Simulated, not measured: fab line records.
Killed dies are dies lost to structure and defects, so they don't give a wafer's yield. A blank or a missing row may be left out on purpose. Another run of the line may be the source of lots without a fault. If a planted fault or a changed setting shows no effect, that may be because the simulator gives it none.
fab line records | flow gf180mcu
record lots=12 wafers=36 last-day=34
route steps=602 shown HV_LDD@197 PSD@256 M1@318
lots untouched by any fault: they come from a run of this same line in which no faults occurred
start-h: start of the lot's first displayed wafer, in hours after the record's first day | wait-h: how many hours have passed since the lot's step before this one | " the same as in the row above | L1.1+2: one row covering several wafers at once | - value missing, or start not given | * or withheld: withheld | < > ~ a bound
route shown NAME@n: a module of which the file shows steps, and the number in the route of the first | usual: the fault-free wafers' mean and standard deviation | same: alike in all rows | chamber/n: place in a boat | sites: per-site readings | _std_site: how widely they spread, as a standard deviation | _edge_site: inner sites' mean taken away from outer sites' mean | radius-mm: how far each site lies from the wafer's centre | mask NAME#n: copy n | behind: the most recent tool/chamber to have shaped the wafer | hold: why the lot was held/for how many hours/how that ended | device: the transistor (n, p or np) that didn't switch | end of line: at the end of the route, the tests of the same wafers | a step given without rows: its recipe and nothing more | killed: not the wafer's yield, but the dies lost to structure and defects at the first sort | map: a wafer's dies, x killed, . not, _ none there
set.NAME: the setting the step ran with; set.NAME@STEP: the setting that earlier step ran with | model.NAME: the simulator's own value behind a step, which no gauge read
route steps across a sampled set of lots; one table per step, one row per wafer
services: the hour from which a tool's chamber was out of use, counted from the record's first day as start-h (under 0 if before that day), plus the number of hours and why
## steps
# step GF_HV_LDD_IMPLANT_21
# recipe species=BF2 energy-kev=25 dose-cm2=5e+13 tilt-deg=7
# usual beam-energy-keV=25.000/0.0071 faraday-current-uA=283/5.7 tilt-deg=7.001/0.019
# columns lot.wafer tool chamber start-h wait-h beam-energy-keV faraday-current-uA tilt-deg
L281.3 implanter-02 0 230.24 0.1 25.003 275 7.008
L281.4 " 0 " " 24.999 280 7.004
L281.6 " 0 " " 24.994 277 6.996
L284.1 implanter-03 0 256.17 0.0 24.987 280 7.004
L284.3 " 0 " " 24.994 272 6.984
L284.6 " 0 " " 24.990 284 6.980
L285.2 implanter-02 0 271.96 0.0 25.014 277 7.006
L285.3 " 0 " " 25.010 288 6.996
L285.4 " 0 " " 25.016 290 6.987
L286.3 implanter-03 0 278.68 0.1 24.995 280 7.026
L286.5 " 0 " " 25.004 273 6.990
L286.6 " 0 " " 25.001 285 6.974
L287.1 implanter-02 0 288.98 0.0 24.998 283 6.996
L287.2 " 0 " " 25.005 284 6.985
L287.3 " 0 " " 24.998 284 7.012
L292.1 implanter-02 0 321.98 0.0 31.824 274 6.978
L292.4 " 0 " " 31.821 275 7.018
L292.6 " 0 " " 31.826 277 7.005
L293.1 implanter-02 0 328.41 0.0 31.828 297 6.995
L293.4 " 0 " " 31.826 283 7.027
L293.5 " 0 " " 31.819 278 7.011
L299.1 implanter-04 0 372.97 0.0 24.999 289 6.994
L299.2 " 0 " " 24.998 277 7.014
L299.5 " 0 " " 24.998 289 6.997
L300.3 implanter-03 0 381.33 0.1 24.996 272 7.035
L300.4 " 0 " " 25.008 289 7.018
L300.6 " 0 " " 24.998 289 6.996
L302.2 implanter-03 0 394.19 0.0 24.994 280 7.005
L302.3 " 0 " " 24.991 284 6.988
L302.4 " 0 " " 25.004 281 6.997
L303.2 implanter-04 0 399.34 0.0 25.000 287 7.004
L303.3 " 0 " " 25.008 280 6.985
L303.4 " 0 " " 25.000 278 7.010
L304.1 implanter-04 0 408.98 0.0 25.015 286 6.987
L304.2 " 0 " " 24.992 275 6.998
L304.6 " 0 " " 25.012 279 7.001
# step GF_HV_LDD_TW_MEAS_23
# usual HV_LDD_2_TW=1051/5.3
# columns lot.wafer tool chamber start-h wait-h hold HV_LDD_2_TW
L281.3 film-metro-04 - 230.46 0.1 - 1052
L281.4 " - " " - 1056
L281.6 " - " " - 1055
L284.1 film-metro-04 - 256.42 0.1 - 1048
L284.3 " - " " - 1058
L284.6 " - " " - 1048
L285.2 film-metro-02 - 272.19 0.1 - 1050
L285.3 " - " " - 1055
L285.4 " - " " - 1057
L286.3 film-metro-02 - 278.90 0.1 - 1051
L286.5 " - " " - 1059
L286.6 " - " " - 1056
L287.1 film-metro-03 - 289.23 0.1 - 1050
L287.2 " - " " - 1043
L287.3 " - " " - 1048
L292.1 film-metro-02 - 322.23 0.1 await-dispo/0.2h/release 1120
L292.4 " - " " await-dispo/0.2h/release 1115
L292.6 " - " " await-dispo/0.2h/release 1118
L292.1 film-metro-02 - 322.46 0.2 - 1121
L292.4 " - " " - 1122
L292.6 " - " " - 1115
L293.1 film-metro-02 - 328.66 0.1 await-dispo/0.2h/release 1117
L293.4 " - " " await-dispo/0.2h/release 1121
L293.5 " - " " await-dispo/0.2h/release 1121
L293.1 film-metro-02 - 328.89 0.2 - 1125
L293.4 " - " " - 1127
L293.5 " - " " - 1120
L299.1 film-metro-03 - 373.22 0.1 - 1059
L299.2 " - " " - 1062
L299.5 " - " " - 1062
L300.3 film-metro-02 - 381.55 0.1 - 1049
L300.4 " - " " - 1056
L300.6 " - " " - 1054
L302.2 film-metro-03 - 394.42 0.1 - 1050
L302.3 " - " " - 1047
L302.4 " - " " - 1049
L303.2 film-metro-04 - 399.57 0.1 - 1049
L303.3 " - " " - 1043
L303.4 " - " " - 1050
L304.1 film-metro-03 - 409.23 0.1 - 1045
L304.2 " - " " - 1037
L304.6 " - " " - 1042
# step GF_HV_LDD_STRIP_49
# recipe chemistry=O2/N2 power-w=1400 pressure-mtorr=1500 platen-temp-c=250 o2-flow-sccm=3000 n2-flow-sccm=300 overash-fraction=0.5
# usual drypump-motor-current-A=5.5/0.41 heater-power-w=331/20 o2-flow-sccm=2999/8.1 oes-product-au=0.716/0.0046 strip-time-to-endpoint-s=12.62/0.042
# same overash-fraction=0.5
# columns lot.wafer tool chamber start-h wait-h drypump-motor-current-A heater-power-w o2-flow-sccm oes-product-au rf-hours-counter-h strip-time-to-endpoint-s
L281.3 plasma-asher-04 0 268.77 0.1 5.0 323 2996 0.721 - 12.65
L281.4 " 1 " " 5.4 347 3000 0.713 - 12.69
L281.6 " 1 " " 5.4 352 2995 0.713 - 12.68
L284.1 plasma-asher-01 0 295.86 0.1 5.3 355 3003 0.718 65 12.61
L284.3 " 1 " " 6.1 301 3011 0.714 - 12.64
L284.6 " 1 " " 6.1 300 3008 0.707 - 12.58
L285.2 plasma-asher-04 1 312.42 0.1 5.5 356 2997 0.720 52 12.55
L285.3 " 0 " " 4.9 326 3011 0.711 - 12.55
L285.4 " 1 " " 5.4 347 3000 0.718 - 12.59
L286.3 plasma-asher-01 1 319.30 0.1 6.1 304 3001 0.708 - 12.58
L286.5 " 1 " " 6.1 299 3001 0.716 - 12.60
L286.6 " 0 " " 5.3 344 3010 0.714 - 12.59
L287.1 plasma-asher-04 0 330.66 0.1 5.0 330 2979 0.714 54 12.51
L287.2 " 1 " " 5.4 343 3008 0.718 54 12.55
L287.3 " 1 " " 5.4 350 3009 0.716 - 12.53
L292.1 plasma-asher-01 0 365.48 0.1 5.3 344 2991 0.714 71 12.64
L292.4 " 0 " " 5.3 342 2992 0.721 - 12.58
L292.6 " 0 " " 5.3 348 3008 0.717 - 12.61
L293.1 plasma-asher-04 0 373.13 0.1 5.0 314 2981 0.713 58 12.62
L293.4 " 1 " " 5.4 338 3000 0.717 - 12.61
L293.5 " 0 " " 5.0 331 2984 0.722 - 12.61
L299.1 plasma-asher-04 0 420.41 0.1 4.9 318 2994 0.724 63 12.65
L299.2 " 1 " " 5.4 354 3001 0.710 63 12.62
L299.5 " 0 " " 4.9 330 2996 0.713 - 12.62
L300.3 plasma-asher-04 1 429.47 0.1 5.4 348 3007 0.717 - 12.64
L300.4 " 0 " " 5.0 327 3003 0.722 - 12.63
L300.6 " 1 " " 5.4 344 2990 0.714 - 12.61
L302.2 plasma-asher-04 1 443.41 0.1 5.4 347 2986 0.722 65 12.61
L302.3 " 0 " " 4.9 326 3016 0.716 - 12.66
L302.4 " 1 " " 5.4 353 3001 0.715 - 12.67
L303.2 plasma-asher-02 0 447.41 0.1 5.5 317 3012 0.721 34 12.61
L303.3 " 0 " " 5.5 313 2992 0.722 - 12.63
L303.4 " 1 " " 6.0 345 2996 0.717 - 12.61
L304.1 plasma-asher-02 1 458.21 0.1 6.0 352 2996 0.713 35 12.66
L304.2 " 0 " " 5.6 319 3003 0.718 35 12.71
L304.6 " 0 " " 5.6 313 2996 0.715 - 12.67
# step GF_PSD_OVL_MEAS_08
# usual PSD_OVL=0.5/1.3
# columns lot.wafer tool chamber start-h wait-h PSD_OVL[nm]
L281.3 overlay-02 - 311.04 0.1 -0.7
L281.4 " - " " 0.3
L281.6 " - " " -1.0
L284.1 overlay-02 - 339.98 0.1 1.4
L284.3 " - " " 1.4
L284.6 " - " " 2.8
L285.2 overlay-02 - 358.15 0.1 0.1
L285.3 " - " " -0.8
L285.4 " - " " -0.8
L286.3 overlay-02 - 366.34 0.1 2.2
L286.5 " - " " 2.0
L286.6 " - " " 1.2
L287.1 overlay-01 - 378.48 0.1 0.5
L287.2 " - " " -0.9
L287.3 " - " " 0.9
L292.1 overlay-02 - 416.05 0.1 0.0
L292.4 " - " " 0.2
L292.6 " - " " 0.3
L293.1 overlay-02 - 422.42 0.1 1.1
L293.4 " - " " -1.0
L293.5 " - " " -0.5
L299.1 overlay-02 - 472.00 0.1 0.5
L299.2 " - " " -0.1
L299.5 " - " " 0.6
L300.3 overlay-02 - 481.21 0.1 -1.4
L300.4 " - " " -1.0
L300.6 " - " " 0.5
L302.2 overlay-02 - 495.98 0.1 0.6
L302.3 " - " " 2.4
L302.4 " - " " 1.4
L303.2 overlay-02 - 499.48 0.1 -0.9
L303.3 " - " " -0.1
L303.4 " - " " 1.6
L304.1 overlay-02 - 508.17 0.1 0.1
L304.2 " - " " 1.3
L304.6 " - " " -0.1
# step GF_M1_SPUTTER_03
# recipe material=Ti target-thk-nm=10 substrate-temp-c=300 chamber-pressure-pa=0.3 power-w=3000 time-s=6.7
# usual throttle-valve-pct=30.0/0.76
# columns lot.wafer tool chamber start-h wait-h throttle-valve-pct
L281.3 pvd-sputter-02 - 357.52 0.0 29.4
L281.4 " - " " 30.7
L281.6 " - " " 30.9
L284.1 pvd-sputter-02 - 388.89 0.0 29.4
L284.3 " - " " 29.2
L284.6 " - " " 28.9
L285.2 pvd-sputter-01 - 411.16 0.0 30.6
L285.3 " - " " 29.3
L285.4 " - " " 30.6
L286.3 pvd-sputter-02 - 416.52 0.0 29.7
L286.5 " - " " 28.9
L286.6 " - " " 29.9
L287.1 pvd-sputter-02 - 429.02 0.0 30.5
L287.2 " - " " 29.6
L287.3 " - " " 29.6
L292.1 pvd-sputter-01 - 468.57 0.0 30.6
L292.4 " - " " 29.3
L292.6 " - " " 31.0
L293.1 pvd-sputter-03 - 473.61 0.0 31.1
L293.4 " - " " 29.9
L293.5 " - " " 30.7
L299.1 pvd-sputter-03 - 523.48 0.0 30.6
L299.2 " - " " 30.8
L299.5 " - " " 30.6
L300.3 pvd-sputter-02 - 532.82 0.0 29.7
L300.4 " - " " 31.0
L300.6 " - " " 30.8
L302.2 pvd-sputter-03 - 545.01 0.0 30.9
L302.3 " - " " 29.8
L302.4 " - " " 30.8
L303.2 pvd-sputter-02 - 549.13 0.0 29.6
L303.3 " - " " 29.6
L303.4 " - " " 30.8
L304.1 pvd-sputter-01 - 557.50 0.0 30.5
L304.2 " - " " 30.9
L304.6 " - " " 30.5
## services
# columns tool chamber start-h hours kind
plasma-asher-04 - 261.09 0.8 repair
implanter-04 - 278.97 1.3 repair
pvd-sputter-01 - 317.78 4.0 repair
implanter-04 - 323.57 5.2 pm
implanter-02 - 324.76 1.7 repair
implanter-02 - 329.37 4.8 pm
implanter-03 - 344.57 5.4 pm
plasma-asher-04 - 367.09 5.4 repair
pvd-sputter-03 - 367.86 0.7 repair
pvd-sputter-03 - 388.63 5.8 repair
pvd-sputter-01 - 398.24 4.9 repair
plasma-asher-04 - 406.97 2.8 pm
implanter-02 - 418.96 3.6 repair
plasma-asher-01 - 421.25 9.0 pm
pvd-sputter-03 - 426.83 0.5 repair
plasma-asher-04 - 437.62 4.6 repair
implanter-02 - 443.96 5.2 repair
implanter-04 - 453.91 6.0 repair
implanter-02 - 455.34 0.8 repair
plasma-asher-01 - 480.20 14.6 pm
pvd-sputter-02 - 497.27 4.7 repair
plasma-asher-01 - 499.75 2.3 repair
implanter-03 - 514.42 15.5 repair
implanter-03 - 550.21 8.5 repair
## key
first-sign step=GF_HV_LDD_IMPLANT_21 reading=beam-energy-keV direction=up sigmas=99+ usual=25.000 struck=31.824
effect step=GF_HV_LDD_TW_MEAS_23 reading=visit direction=added
effect step=GF_HV_LDD_TW_MEAS_23 reading=HV_LDD_2_TW direction=up sigmas=13 usual=1051 struck=1118
met-at GF_HV_LDD_IMPLANT_21
struck-lots L292,L293
tester-left-out L292,L293
not-acting-at GF_HV_LDD_STRIP_49,GF_PSD_OVL_MEAS_08,GF_M1_SPUTTER_03
onset-between 288.98 321.98
fault kind=process-parameter-drift tool=implanter-02 chamber=- onset-h=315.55 steps=GF_HV_LDD_IMPLANT_21 channel=energy-kev offset=6.8216 shape=step end-h=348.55 acts-in=these-recipes-only stated=25
# tester-left-out: of these lots the tester's yield and bins aren't shown, on N5 and GAA mostly nor the transistor test; their killed dies are dies lost to structure and defects alone, not to doping, threshold or leakage, so they don't give the yield
